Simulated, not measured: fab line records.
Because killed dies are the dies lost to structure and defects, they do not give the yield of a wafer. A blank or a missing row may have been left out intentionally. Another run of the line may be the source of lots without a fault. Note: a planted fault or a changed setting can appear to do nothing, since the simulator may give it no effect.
2 desks, one fault -- flow gf180mcu -- each desk has only its own numbers; what lay behind them comes last

== METROLOGY DESK ==
Lot by lot, what the gauges showed, no matter which tool ran the lot: averages of those sampled wafers that carry a number. Marked OUT: a lot whose mean sits more than 4 standard deviations from the usual mean, which makes it out of limits; the brackets give that distance.
Columns: A = MIM_ALCU_RS at GF_MIM_RS_MEAS_10, usual 0.1609 ohm/sq; B = MIM_ALCU_THK at GF_MIM_THK_MEAS_11, usual 199.1 nm
lot,first seen here,A,B
L858,day 26 14:37,0.1599,200.4
L859,day 27 02:01,0.1609,198.0
L860,day 27 08:19,0.1618,196.0
L861,day 27 16:49,0.1616,198.6
L862,day 27 21:04,0.1605,199.8
L864,day 28 11:41,0.1603,201.6
L865,day 28 18:41,0.1609,198.3
L868,day 29 19:46,0.1604,199.1
L870,day 30 05:59,0.1610,199.1
L878,day 32 05:06,0.1587,201.8
L879,day 32 12:58,0.1610,198.2
L881,day 32 23:59,0.1595,200.4
Finding of this desk: none of the 12 lots has anything out of limits.

== DESK OF THE TOOL OWNER: rie metal-04 ==
The tool's own readings at GF_M5_METAL_ETCH_10 (etches the open film in Cl2/BCl3, stops on SiO2, target depth 750.8 nm, time 125.1 s): means of the sampled wafers that have a number, for each lot that ran on this tool. Marked OUT: a lot whose mean sits more than 4 standard deviations from the usual mean, which makes it out of limits; the brackets give that distance.
Columns: A = bias w at GF_M5_METAL_ETCH_10, usual 140.1 W; B = drypump motor current A at GF_M5_METAL_ETCH_10, usual 5.6 A; C = oes product au at GF_M5_METAL_ETCH_10, usual 0.992 a.u.; D = throttle valve pct at GF_M5_METAL_ETCH_10, usual 28.227 %
lot,first seen here,A,B,C,D
L858,day 28 09:55,140.4,5.4,0.991,28.220
L860,day 29 02:50,140.3,5.0,0.995,28.232
L861,day 29 11:02,140.4,6.2,1.000,28.216
L878,day 33 17:29,207.2 (+99 or more) OUT,5.0,0.996,28.222
L879,day 34 00:56,206.5 (+99 or more) OUT,5.0,0.995,28.219
This desk finds L878, L879 out of limits, L878 being first, at day 33 17:29 (bias w at GF_M5_METAL_ETCH_10). L858, L860, L861 stayed within limits.

== ALL TOGETHER ==
The tool owner's desk could have raised an alarm at day 33 17:29, on L878, L879.
The metrology desk saw nothing out of limits.
The metrology desk has L878, L879 on record, within its limits.
On rie metal-04, each named lot ran GF_M5_METAL_ETCH_10.

== WHAT THE SIMULATOR HAD PUT IN ==
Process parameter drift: rie metal-04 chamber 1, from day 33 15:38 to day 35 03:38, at GF_M5_METAL_ETCH_10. A move of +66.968 in setting bias w, from 140. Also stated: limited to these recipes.
Shown lots that were struck: L878, L879.
How many hours passed from the start of the fault until each desk's first out-of-limits reading: the tool owner's desk, 2.
